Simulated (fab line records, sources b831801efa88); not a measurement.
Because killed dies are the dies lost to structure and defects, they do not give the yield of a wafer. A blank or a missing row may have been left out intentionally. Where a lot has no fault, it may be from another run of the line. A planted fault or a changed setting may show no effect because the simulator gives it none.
The tool behind it: which one? ; flow sky130 ; 7 lots, 21 wafers sampled, at 2 steps of a route of 708

## WHAT THE GAUGES READ, wafer by wafer
SKY_CAPM_THK_MEAS_04: measures by xrf.
lot;measured;on;CAPM_TIN_THK (nm)
L587;day 37 17:16;film_metro-03;196.0 196.6 199.0
L591;day 38 17:08;film_metro-01;194.1 194.5 196.5
L595;day 40 03:17;film_metro-03;200.5 197.1 199.0
L597;day 41 00:40;film_metro-01;201.9 203.1 200.4
L599;day 41 03:37;film_metro-03;196.2 196.5 197.0
L603;day 41 23:05;film_metro-02;199.2 201.2 201.0
L606;day 43 04:28;film_metro-02;201.0 201.5 201.9

## TOOL THAT RAN EACH LOT (tool first, then ch and the chambers of the sampled wafers, then the start)
lot;SKY_METAL2_STRIP_20
L587;plasma_asher-03 ch 0,1, day 36 12:10
L591;plasma_asher-01 ch 0,1, day 37 12:49
L595;plasma_asher-03 ch 0,1, day 38 19:24
L597;plasma_asher-03 ch 0,1, day 39 20:38
L599;plasma_asher-01 ch 0,1, day 39 23:56
L603;plasma_asher-03 ch 0,1, day 40 19:23
L606;plasma_asher-02 ch 0,1, day 42 01:49
- SKY_METAL2_STRIP_20: strips in O2/N2.

## THE ANSWER, worked out from the rows above alone
Rule: what is usual is taken from the lots themselves. The widest of any qualifying gaps counts: lots, ordered by their means at a reading, are off when they make up no more than a third of the lots, leave a main group of 4 or more, and stand apart from it by 3 or more times the standard deviation of that group's means. A main group is skipped when, at the precision printed for the reading in the tables above, its means are all equal. Also off: a lot with no number at a reading for which 4 or more lots have one. All remaining lots with rows at the step are treated as sound.
No lot is off on any of the readings shown, so nothing can be concluded from this.

## WHAT THE SIMULATOR HAD PUT IN
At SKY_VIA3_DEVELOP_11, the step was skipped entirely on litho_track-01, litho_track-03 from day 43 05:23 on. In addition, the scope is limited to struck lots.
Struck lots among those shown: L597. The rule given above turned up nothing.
